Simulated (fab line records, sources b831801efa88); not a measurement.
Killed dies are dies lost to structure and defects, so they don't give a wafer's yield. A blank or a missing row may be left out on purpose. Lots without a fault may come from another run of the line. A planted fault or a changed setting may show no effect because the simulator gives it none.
fab line records | flow gf180mcu
record lots=6 wafers=18 last_day=33
route steps=602 shown SAB@275 SALICIDE@278 CONTACT@287 PASSIVATION@602
lots that met no fault: from a run of the same line without faults
start_h: hours from the record's first day to the start of the lot's first wafer shown | wait_h: hours since the lot's step before | " the same as in the row above | L1.1+2: a row that stands for several wafers | - no value, or no start given | * or withheld: withheld | < > ~ a bound
route shown NAME@n: a module of which the file shows steps, and the number in the route of the first | usual: mean/standard deviation of fault-free wafers | same: alike in all rows | chamber/n: place in a boat | sites: the reading at each site | _std_site: their standard deviation | _edge_site: outer sites' mean less inner sites' | radius_mm: how far each site lies from the wafer's centre | mask NAME#n: copy n | behind: the tool/chamber that last shaped the wafer | hold: why the lot was held/for how many hours/how that ended | device: the transistor (n, p or np) that didn't switch | end of line: the same wafers' tests at the end of the route | a step without rows: its recipe alone | killed: dies lost to structure and defects at the first sort, not the wafer's yield | map: a wafer's dies, x killed, . not, _ none there
set.NAME: the setting as run; set.NAME@STEP: as run at that earlier step | model.NAME: the simulator's own value behind a step, which no gauge read
lots at some steps of the route; a table a step, a row a wafer
services: from which hour (start_h, from the record's first day; less than 0 if before it) a tool's chamber was out of use, for how many hours, and why
## steps
# step GF_SAB_ETCH_11
# recipe chemistry=C4F8/O2/Ar mask_material=NOVOLAK target=SiO2 target_depth_nm=55 source_w=1500 bias_w=1200 pressure_mtorr=40 c4f8_flow_sccm=withheld O2_flow_sccm=6 Ar_flow_sccm=300 time_s=8.5
# step GF_SAB_WET_ETCH_12
# recipe chemistry=dHF target_depth_nm=22 dry=n2_spin target=SiO2 temp_c=25 dilution=100:1 time_s=440
# step GF_SAB_STRIP_13
# recipe chemistry=O2/N2 power_w=1400 pressure_mtorr=1500 platen_temp_c=250 o2_flow_sccm=3000 n2_flow_sccm=300 overash_fraction=0.5
# step GF_SALICIDE_CLEAN_00
# recipe chemistry=SC1/SC2 mix=1:4:20 temp_c=70 time_s=150
# step GF_SALICIDE_WET_ETCH_01
# recipe chemistry=dHF target_depth_nm=5 dry=ipa_marangoni target=SiO2 temp_c=25 dilution=100:1 time_s=100
# step GF_SALICIDE_SPUTTER_02
# recipe material=Co target_thk_nm=10 power_w=1000 time_s=20 chamber_pressure_pa=0.4
# usual cathode_dc_power_W=1000.0/0.19 throttle_valve_pct=30.4/0.98
# same time_s=20
# columns lot.wafer tool chamber start_h wait_h cathode_dc_power_W throttle_valve_pct
L226.1 pvd_sputter-03 - 341.54 0.0 999.98 28.6
L226.2 " - " " 999.90 31.1
L226.6 " - " " 999.97 30.4
L228.2 pvd_sputter-01 - 370.13 0.0 1000.1 32.0
L228.5 " - " " 1000.3 29.9
L228.6 " - " " 999.63 31.8
L230.1 pvd_sputter-02 - 382.24 0.0 999.93 29.1
L230.2 " - " " 1000.0 29.2
L230.6 " - " " 999.80 29.2
L233.3 pvd_sputter-01 - 413.54 0.0 999.77 30.3
L233.4 " - " " 1000.3 30.6
L233.5 " - " " 1000.2 30.1
L236.4 pvd_sputter-01 - 438.00 0.0 1000.4 30.7
L236.5 " - " " 999.90 30.4
L236.6 " - " " 1000.3 30.7
L241.1 pvd_sputter-02 - 480.30 0.0 1000.1 29.4
L241.3 " - " " 999.79 29.3
L241.5 " - " " 1000.0 31.1
# step GF_SALICIDE_SPUTTER_03
# recipe material=TiN target_thk_nm=20 power_w=6500 time_s=16.7 chamber_pressure_pa=0.4
# usual cathode_dc_power_W=6500.0/1.2 throttle_valve_pct=30.4/1
# same time_s=16.7
# columns lot.wafer tool chamber start_h wait_h cathode_dc_power_W throttle_valve_pct
L226.1 pvd_sputter-03 - 341.57 0.0 6502.5 28.8
L226.2 " - " " 6501.0 31.2
L226.6 " - " " 6499.5 30.5
L228.2 pvd_sputter-01 - 370.16 0.0 6500.2 32.2
L228.5 " - " " 6500.1 29.7
L228.6 " - " " 6500.9 32.0
L230.1 pvd_sputter-02 - 382.27 0.0 6497.4 29.1
L230.2 " - " " 6502.1 29.5
L230.6 " - " " 6499.6 29.2
L233.3 pvd_sputter-01 - 413.57 0.0 6500.4 30.4
L233.4 " - " " 6500.7 30.7
L233.5 " - " " 6499.4 30.5
L236.4 pvd_sputter-01 - 438.03 0.0 6501.3 30.7
L236.5 " - " " 6501.2 30.2
L236.6 " - " " 6500.7 30.6
L241.1 pvd_sputter-02 - 480.33 0.0 6498.1 29.4
L241.3 " - " " 6499.2 29.4
L241.5 " - " " 6498.6 31.0
# step GF_SALICIDE_RS_MEAS_04
# recipe thk_meas_gauge=four-point-probe reads=TiN_of_SALICIDE_SPUTTER_03+Co_of_SALICIDE_SPUTTER_02
# usual SALICIDE_TIN_RS=16.4/0.38
# columns lot.wafer tool chamber start_h wait_h SALICIDE_TIN_RS[ohm/sq]
L226.1 film_metro-03 - 341.60 0.0 16.9
L226.2 " - " " 16.8
L226.6 " - " " 16.7
L228.2 film_metro-01 - 370.21 0.0 16.7
L228.5 " - " " 16.7
L228.6 " - " " 16.6
L230.1 film_metro-03 - 382.29 0.0 16.0
L230.2 " - " " 16.6
L230.6 " - " " 16.0
L233.3 film_metro-01 - 413.64 0.1 16.5
L233.4 " - " " 16.2
L233.5 " - " " 16.6
L236.4 film_metro-01 - 438.12 0.1 15.7
L236.5 " - " " 16.0
L236.6 " - " " 16.0
L241.1 film_metro-04 - 480.35 0.0 16.5
L241.3 " - " " 16.0
L241.5 " - " " 16.7
# step GF_SALICIDE_THK_MEAS_05
# recipe thk_meas_gauge=xrf reads=TiN_of_SALICIDE_SPUTTER_03
# usual SALICIDE_TIN_THK=20.07/0.3
# columns lot.wafer tool chamber start_h wait_h SALICIDE_TIN_THK[nm]
L226.1 film_metro-03 - 341.72 0.1 20.14
L226.2 " - " " 19.97
L226.6 " - " " 20.14
L228.2 film_metro-01 - 370.32 0.1 20.00
L228.5 " - " " 20.10
L228.6 " - " " 20.12
L230.1 film_metro-03 - 382.41 0.1 20.26
L230.2 " - " " 20.31
L230.6 " - " " 20.00
L233.3 film_metro-01 - 413.74 0.1 20.00
L233.4 " - " " 19.83
L233.5 " - " " 20.00
L236.4 film_metro-01 - 438.21 0.1 20.12
L236.5 " - " " 19.89
L236.6 " - " " 19.65
L241.1 film_metro-04 - 480.47 0.1 20.31
L241.3 " - " " 19.96
L241.5 " - " " 20.33
# step GF_SALICIDE_RTA_06
# recipe temp_c=530 time_s=30 ambient=N2
# step GF_SALICIDE_WET_ETCH_07
# recipe chemistry=SPM target_depth_nm=120 dry=n2_spin
# step GF_SALICIDE_RTA_08
# recipe temp_c=800 time_s=30 ambient=N2
# step GF_CONTACT_CVD_00
# recipe material=SiO2 target_thk_nm=300 sigma_open_frac=0.3 temp_c=400 time_s=50 sih4_flow_sccm=60 pressure_mtorr=6
# same time_s=50
# columns lot.wafer tool chamber start_h wait_h
L226.1+2+6 hdpcvd-01 0,1,1 342.17 0.1
L228.2+5+6 hdpcvd-01 2,0,2 370.76 0.1
L230.1+2+6 hdpcvd-01 2,0,0 382.76 0.1
L233.3+4+5 hdpcvd-01 0,1,2 414.16 0.1
L233.3+4+5 hdpcvd-01 0,1,2 414.37 0.2
L236.4+5+6 hdpcvd-01 1,0,2 438.56 0.1
L241.1+3+5 hdpcvd-01 0,1,2 480.83 0.1
L241.1+3+5 hdpcvd-01 0,1,2 481.04 0.2
# step GF_CONTACT_THK_MEAS_01
# recipe reads=SiO2_of_CONTACT_CVD_00
# usual CONTACT_CVD_00_THK=299/4.3
# columns lot.wafer tool chamber start_h wait_h CONTACT_CVD_00_THK[nm]
L226.1 film_metro-04 - 342.21 0.0 294
L226.2 " - " " 299
L226.6 " - " " 295
L228.2 film_metro-04 - 370.81 0.0 292
L228.5 " - " " 293
L228.6 " - " " 294
L230.1 film_metro-02 - 382.81 0.0 298
L230.2 " - " " 298
L230.6 " - " " 300
L233.3 film_metro-02 - 414.44 0.0 601
L233.4 " - " " 593
L233.5 " - " " 593
L236.4 film_metro-04 - 438.61 0.0 299
L236.5 " - " " 300
L236.6 " - " " 295
L241.1 film_metro-04 - 481.08 0.0 607
L241.3 " - " " 599
L241.5 " - " " 590
# step GF_CONTACT_CVD_02
# recipe material=SiO2 target_thk_nm=860 precursor=TEOS temp_c=400 time_s=95.992 rf_w=600
# usual heater_power_w=667/110
# same time_s=95.992
# columns lot.wafer tool chamber start_h wait_h heater_power_w
L226.1 pecvd-02 1 342.27 0.1 576
L226.2 " 0 " " 534
L226.6 " 0 " " 575
L228.2 pecvd-04 2 370.86 0.0 675
L228.5 " 0 " " 728
L228.6 " 1 " " 605
L230.1 pecvd-04 1 382.87 0.1 695
L230.2 " 0 " " 736
L230.6 " 0 " " 599
L233.3 pecvd-02 2 414.51 0.1 678
L233.4 " 1 " " 624
L233.5 " 2 " " 766
L236.4 pecvd-01 2 438.68 0.1 743
L236.5 " 0 " " 837
L236.6 " 1 " " 449
L241.1 pecvd-02 2 481.14 0.1 856
L241.3 " 0 " " 529
L241.5 " 2 " " 655
# step GF_CONTACT_THK_MEAS_03
# recipe reads=SiO2_of_CONTACT_CVD_02
# usual CONTACT_CVD_02_THK=860/11
# columns lot.wafer tool chamber start_h wait_h CONTACT_CVD_02_THK[nm]
L226.1 film_metro-02 - 342.34 0.0 836
L226.2 " - " " 838
L226.6 " - " " 855
L228.2 film_metro-02 - 370.95 0.1 849
L228.5 " - " " 862
L228.6 " - " " 878
L230.1 film_metro-03 - 382.94 0.0 864
L230.2 " - " " 853
L230.6 " - " " 864
L233.3 film_metro-04 - 414.60 0.1 864
L233.4 " - " " 867
L233.5 " - " " 857
L236.4 film_metro-02 - 438.74 0.0 873
L236.5 " - " " 873
L236.6 " - " " 846
L241.1 film_metro-02 - 481.21 0.0 847
L241.3 " - " " 861
L241.5 " - " " 851
# step GF_CONTACT_CMP_04
# recipe material=SiO2 down_force_psi=4 platen_rpm=60 pad_velocity_m_s=0.94248
# usual motor_current_A=11.4/0.96 slurry_filter_dp_kPa=13.53/0.14 time_to_endpoint_s=112/6.4
# columns lot.wafer tool chamber start_h wait_h motor_current_A slurry_filter_dp_kPa time_to_endpoint_s
L226.1 cmp-01 1 342.58 0.2 10.7 13.57 105
L226.2 " 2 " " 10.7 13.50 111
L226.6 " 0 " " 11.4 13.69 121
L228.2 cmp-01 0 371.00 0.0 11.8 13.30 112
L228.6 " 0 " " 11.2 13.43 129
L228.5 " 1 " " 10.3 13.70 111
L230.1 cmp-02 0 385.36 2.4 12.4 13.31 113
L230.2 " 2 " " 11.0 13.44 101
L230.6 " 1 " " 11.7 13.72 107
L233.3 cmp-02 1 414.64 0.0 11.6 13.37 110
L233.4 " 2 " " 12.1 13.21 107
L233.5 " 2 " " 10.8 13.31 102
L236.4 cmp-01 0 438.92 0.2 11.4 13.47 120
L236.6 " 1 " " 10.2 13.35 104
L236.5 " 2 " " 10.7 13.73 120
L241.1 cmp-02 0 481.27 0.1 13.0 13.33 113
L241.3 " 3 " " 10.7 13.66 120
L241.5 " 0 " " 13.6 13.51 111
# step GF_CONTACT_BOW_MEAS_05
# recipe mode=bow
# usual CONTACT_BOW=65/6.8
# columns lot.wafer tool chamber start_h wait_h CONTACT_BOW[um]
L226.1 film_metro-03 - 342.78 0.1 64
L226.2 " - " " 67
L226.6 " - " " 56
L228.2 film_metro-04 - 371.32 0.3 66
L228.5 " - " " 63
L228.6 " - " " 65
L230.1 film_metro-02 - 385.66 0.2 67
L230.2 " - " " 59
L230.6 " - " " 56
L233.3 film_metro-03 - 414.98 0.3 76
L233.4 " - " " 75
L233.5 " - " " 76
L236.4 film_metro-04 - 439.13 0.2 68
L236.5 " - " " 66
L236.6 " - " " 56
L241.1 film_metro-04 - 481.57 0.2 83
L241.3 " - " " 85
L241.5 " - " " 83
# step GF_CONTACT_DEHYDRATE_06
# recipe temp_c=200 time_s=60
# step GF_CONTACT_HMDS_07
# recipe prime_time_s=60 prime_temp_c=120
# step GF_CONTACT_COAT_08
# recipe resist=BARC temp_c=withheld time_s=withheld spin_rpm=withheld resist_thk_nm=withheld
# step GF_CONTACT_COAT_09
# recipe resist=KrF spin_rpm=withheld resist_thk_nm=1000
# step GF_CONTACT_SOFTBAKE_10
# recipe temp_c=130 time_s=60 resist=KrF
# step GF_CONTACT_EXPOSE_11
# recipe mask_id=Contact target_cd_nm=220 na=0.68 source_shape=conventional sigma_outer=0.6 dose_mj=38
# step GF_CONTACT_PEB_12
# recipe peb_temp_c=135 peb_time_s=90 resist=KrF
# step GF_CONTACT_DEVELOP_13
# recipe develop_time_s=60 resist=KrF dev_temp_c=21
# step GF_CONTACT_CD_MEAS_14
# recipe target_cd_nm=220
# usual cd_nm=220.4/1.2
# columns lot.wafer tool chamber start_h wait_h cd_nm
L226.1 cd_sem-02 - 364.74 0.1 223.3
L226.2 " - " " 221.2
L226.6 " - " " 222.8
L228.2 cd_sem-01 - 394.51 0.1 222.6
L228.5 " - " " 221.6
L228.6 " - " " 222.5
L230.1 cd_sem-02 - 409.74 0.1 221.6
L230.2 " - " " 219.0
L230.6 " - " " 220.6
L233.3 cd_sem-02 - 439.74 0.1 218.0
L233.4 " - " " 218.8
L233.5 " - " " 218.3
L236.4 cd_sem-02 - 464.46 0.1 219.9
L236.5 " - " " 219.8
L236.6 " - " " 220.8
L241.1 cd_sem-01 - 505.60 0.1 221.4
L241.3 " - " " 221.3
L241.5 " - " " 220.7
# step GF_CONTACT_OVL_MEAS_15
# usual CONTACT_OVL=1/4.8
# columns lot.wafer tool chamber start_h wait_h CONTACT_OVL[nm]
L226.1 overlay-01 - 364.86 0.1 1
L226.2 " - " " 1
L226.6 " - " " -4
L228.2 overlay-01 - 394.61 0.1 -4
L228.5 " - " " -1
L228.6 " - " " -1
L230.1 overlay-01 - 409.86 0.1 8
L230.2 " - " " 1
L230.6 " - " " 2
L233.3 overlay-02 - 439.84 0.1 3
L233.4 " - " " -9
L233.5 " - " " -2
L236.4 overlay-02 - 464.54 0.1 -3
L236.5 " - " " 3
L236.6 " - " " -3
L241.1 overlay-01 - 505.72 0.1 8
L241.3 " - " " 8
L241.5 " - " " 9
# step GF_CONTACT_ETCH_16
# recipe chemistry=N2/H2 target_depth_a=withheld overetch_a=withheld time_s=withheld target=BARC ion_energy_ev=200 source_w=500 bias_w=100 pressure_mtorr=30 n2_flow_sccm=100 h2_flow_sccm=200
# usual drypump_motor_current_A=5.7/0.41 oes_product_au=0.855/0.0047 throttle_valve_pct=13.224/0.0088
# columns lot.wafer tool chamber start_h wait_h drypump_motor_current_A oes_product_au throttle_valve_pct
L226.1 rie_diel-02 0 364.89 0.0 5.5 0.852 13.218
L226.2 " 1 " " 5.6 0.859 13.224
L226.6 " 2 " " 6.3 0.853 13.224
L228.2 rie_diel-03 2 394.64 0.0 5.9 0.853 13.219
L228.5 " 2 " " 5.9 0.854 13.232
L228.6 " 0 " " 6.4 0.849 13.243
L230.1 rie_diel-01 0 409.89 0.0 5.3 0.857 13.226
L230.2 " 2 " " 6.0 0.853 13.220
L230.6 " 2 " " 6.0 0.854 13.224
L233.3 rie_diel-02 0 439.86 0.0 5.5 0.854 13.225
L233.4 " 2 " " 6.3 0.861 13.230
L233.5 " 1 " " 5.5 0.854 13.215
L236.4 rie_diel-03 0 464.56 0.0 6.4 0.862 13.213
L236.5 " 3 " " 5.9 0.863 13.217
L236.6 " 2 " " 5.8 0.860 13.229
L241.1 rie_diel-01 1 505.75 0.0 5.4 0.858 13.233
L241.3 " 3 " " 5.2 0.854 13.217
L241.5 " 2 " " 6.0 0.858 13.225
# step GF_CONTACT_ETCH_17
# recipe chemistry=C4F8/O2/Ar mask_material=KrF target=SiO2 stop_on=CoSi2 source_w=1500 bias_w=1200 pressure_mtorr=40 c4f8_flow_sccm=withheld O2_flow_sccm=6 Ar_flow_sccm=300 time_s=withheld target_depth_a=8600
# usual oes_product_au=0.815/0.0049
# columns lot.wafer tool chamber start_h wait_h oes_product_au model.etch.depth_nm model.CONTACT.feature_depth_nm
L226.1 rie_diel-02 0 - - 0.810 854.8 854.8
L226.2 " 1 " " 0.818 861 861
L226.6 " 2 " " 0.804 857.1 857.1
L228.2 rie_diel-03 2 - - 0.817 854.9 854.9
L228.5 " 2 " " 0.814 854.7 854.7
L228.6 " 0 " " 0.817 856.6 856.6
L230.1 rie_diel-01 0 - - 0.822 859.7 859.7
L230.2 " 2 " " 0.816 855.6 855.6
L230.6 " 2 " " 0.819 858.5 858.5
L233.3 rie_diel-02 0 - - 0.958 1159 1159
L233.4 " 2 " " 0.963 1152 1152
L233.5 " 1 " " 0.964 1151 1151
L236.4 rie_diel-03 0 - - 0.811 860.1 860.1
L236.5 " 3 " " 0.817 861.6 861.6
L236.6 " 2 " " 0.813 856.1 856.1
L241.1 rie_diel-01 1 - - 0.967 1167 1167
L241.3 " 3 " " 0.970 1159 1159
L241.5 " 2 " " 0.959 1152 1152
# step GF_CONTACT_STRIP_18
# recipe chemistry=O2/N2 power_w=1400 pressure_mtorr=1500 platen_temp_c=250 o2_flow_sccm=3000 n2_flow_sccm=300 overash_fraction=0.5
# step GF_PASSIVATION_PROBE_99
# columns lot.wafer tool chamber start_h wait_h model.etest.contact_nplus.rc_ohm model.etest.contact_pplus.rc_ohm model.etest.contact_poly.rc_ohm
L226.1 prober-01 - 683.38 0.1 5.051 4.981 5.688
L226.2 prober-01 - 683.43 0.1 5.288 5.114 5.86
L226.6 prober-01 - 683.63 0.2 5.154 5.158 5.96
L228.2 prober-02 - 707.68 0.1 5.057 4.96 5.75
L228.5 prober-02 - 707.83 0.2 5.038 5.045 5.936
L228.6 prober-02 - 707.88 0.2 5.034 5.075 5.658
L230.1 prober-02 - 718.97 0.1 4.983 5.323 5.946
L230.2 prober-02 - 719.02 0.1 4.976 5.264 5.856
L230.6 prober-02 - 719.22 0.2 5.219 5.03 5.666
L233.3 prober-01 - 742.88 0.2 6.603 6.483 7.056
L233.4 prober-01 - 742.93 0.2 6.467 6.502 7.203
L233.5 prober-01 - 742.98 0.2 6.584 6.409 7.303
L236.4 prober-02 - 760.63 0.2 5.175 4.839 5.669
L236.5 prober-02 - 760.68 0.2 5.457 5.256 6.331
L236.6 prober-02 - 760.73 0.2 5.07 4.913 5.693
L241.1 prober-01 - 787.19 0.1 6.621 6.193 7.232
L241.3 prober-01 - 787.29 0.2 6.261 6.078 7.002
L241.5 prober-01 - 787.39 0.2 6.117 6.118 6.725
# killed by level:class
L226.1 V1:geometric_particle:open=5 STI:geometric_particle:open=3 M4:geometric_particle:short=3 STI:geometric_particle:short=2 V2:geometric_particle:open=2 V4:geometric_particle:open=2 M5:geometric_particle:open=2 V5:geometric_particle:open=2
L226.2 V4:geometric_particle:open=6 V3:geometric_particle:open=5 V4:geometric_particle:short=5 CONTACT:geometric_particle:short=4 V1:geometric_particle:short=3 V2:geometric_particle:open=3 POLY_GATE:geometric_particle:short=2 CONTACT:geometric_particle:open=2
L226.6 V1:geometric_particle:open=6 V5:geometric_particle:open=5 CONTACT:geometric_particle:short=3 V3:geometric_particle:open=3 V4:geometric_particle:short=3 V5:geometric_particle:short=3 STI:geometric_particle:open=2 STI:geometric_particle:short=2
L228.2 V5:geometric_particle:open=5 CONTACT:geometric_particle:open=4 V1:geometric_particle:open=4 STI:geometric_particle:open=3 V2:geometric_particle:open=3 V4:geometric_particle:open=3 V5:geometric_particle:short=3 M1:geometric_particle:open=2
L228.5 V1:geometric_particle:open=5 V3:geometric_particle:open=4 CONTACT:geometric_particle:short=3 M2:geometric_particle:short=3 V2:geometric_particle:open=3 V4:geometric_particle:open=3 POLY_GATE:geometric_particle:open=2 V2:geometric_particle:short=2
L228.6 V2:geometric_particle:open=6 V5:geometric_particle:open=6 CONTACT:geometric_particle:open=5 V3:geometric_particle:open=5 V1:geometric_particle:short=4 STI:geometric_particle:open=3 CONTACT:geometric_particle:short=3 V2:geometric_particle:short=3
L230.1 V3:geometric_particle:open=7 V4:geometric_particle:open=5 CONTACT:geometric_particle:open=4 V1:geometric_particle:open=4 V2:geometric_particle:open=4 M3:geometric_particle:short=3 STI:geometric_particle:short=2 M5:geometric_particle:short=2
L230.2 CONTACT:geometric_particle:open=8 V1:geometric_particle:open=4 V3:geometric_particle:open=4 M5:geometric_particle:short=4 V4:geometric_particle:short=4 V4:geometric_particle:open=4 V2:geometric_particle:short=3 V2:geometric_particle:open=3
L230.6 STI:geometric_particle:short=6 V4:geometric_particle:open=6 V1:geometric_particle:open=4 V2:geometric_particle:open=4 CONTACT:geometric_particle:short=3 CONTACT:geometric_particle:open=3 V2:geometric_particle:short=3 V3:geometric_particle:short=3
L236.4 V2:geometric_particle:open=8 CONTACT:geometric_particle:open=7 V4:geometric_particle:open=6 CONTACT:geometric_particle:short=5 V3:geometric_particle:open=5 M1:geometric_particle:short=4 STI:geometric_particle:open=3 V1:geometric_particle:short=3
L236.5 V4:geometric_particle:open=5 M5:geometric_particle:short=5 V2:geometric_particle:open=4 STI:geometric_particle:short=3 CONTACT:geometric_particle:open=3 V2:geometric_particle:short=3 V5:geometric_particle:open=3 CONTACT:geometric_particle:short=2
L236.6 CONTACT:geometric_particle:open=8 V2:geometric_particle:open=8 CONTACT:geometric_particle:short=6 M3:geometric_particle:short=3 V3:geometric_particle:open=3 V4:geometric_particle:open=3 V5:geometric_particle:short=3 V5:geometric_particle:open=3
## services
# columns tool chamber start_h hours kind
pecvd-02 2 318.44 5.4 repair
cmp-01 - 336.74 1.2 repair
cmp-02 - 341.66 4.2 repair
pvd_sputter-01 - 341.93 0.7 repair
cmp-02 - 363.93 4.4 pm
pecvd-02 - 368.88 14.0 pm
cmp-01 - 379.54 5.9 repair
pvd_sputter-02 - 391.26 1.4 repair
rie_diel-03 3 394.50 6.0 repair
rie_diel-02 3 394.79 9.0 repair
pecvd-02 0 396.85 37.7 repair
cmp-02 - 400.25 4.7 repair
cmp-01 - 404.00 4.0 pm
cmp-02 - 435.24 2.0 repair
rie_diel-03 3 446.60 3.7 repair
rie_diel-03 1 450.34 11.0 repair
cmp-02 - 453.21 0.9 repair
pvd_sputter-02 - 462.48 3.7 repair
hdpcvd-01 - 477.56 2.8 pm
pvd_sputter-02 - 486.95 2.6 repair
pvd_sputter-02 - 489.36 2.1 repair
pvd_sputter-02 - 496.24 5.2 repair
rie_diel-01 0 501.71 6.7 repair
pvd_sputter-02 - 502.87 2.3 repair
## key
first_sign step=GF_CONTACT_CVD_00 reading=visit direction=added
effect step=GF_CONTACT_THK_MEAS_01 reading=CONTACT_CVD_00_THK direction=up sigmas=69 usual=299 struck=597
effect step=GF_CONTACT_BOW_MEAS_05 reading=CONTACT_BOW direction=up sigmas=2.2 usual=65 struck=80 wafers_moved=4
effect step=GF_CONTACT_ETCH_17 reading=oes_product_au direction=up sigmas=31 usual=0.815 struck=0.963
model_effect step=GF_CONTACT_ETCH_17 value=etch.depth_nm without=857.4 struck=1157
model_effect step=GF_PASSIVATION_PROBE_99 value=etest.contact_nplus.rc_ohm without=5.277 struck=6.442
met_at GF_CONTACT_CVD_00
struck_wafers L233.3,L233.4,L233.5,L241.1,L241.3,L241.5
sort_left_out L233.3,L233.4,L233.5,L241.1,L241.3,L241.5
tester_left_out L233,L241
fault kind=repeated_step_whole tool=hdpcvd-01,hdpcvd-02 chamber=- onset_h=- steps=GF_CONTACT_CVD_00 times=1 scope=struck_lots_only
# tester_left_out: of these lots the tester's yield and bins aren't shown, on N5 and GAA mostly nor the transistor test; their killed dies are dies lost to structure and defects alone, not to doping, threshold or leakage, so they don't give the yield
# sort_left_out: the simulated sort isn't trusted on such a fault, so these wafers' sort isn't shown, and their yield isn't known
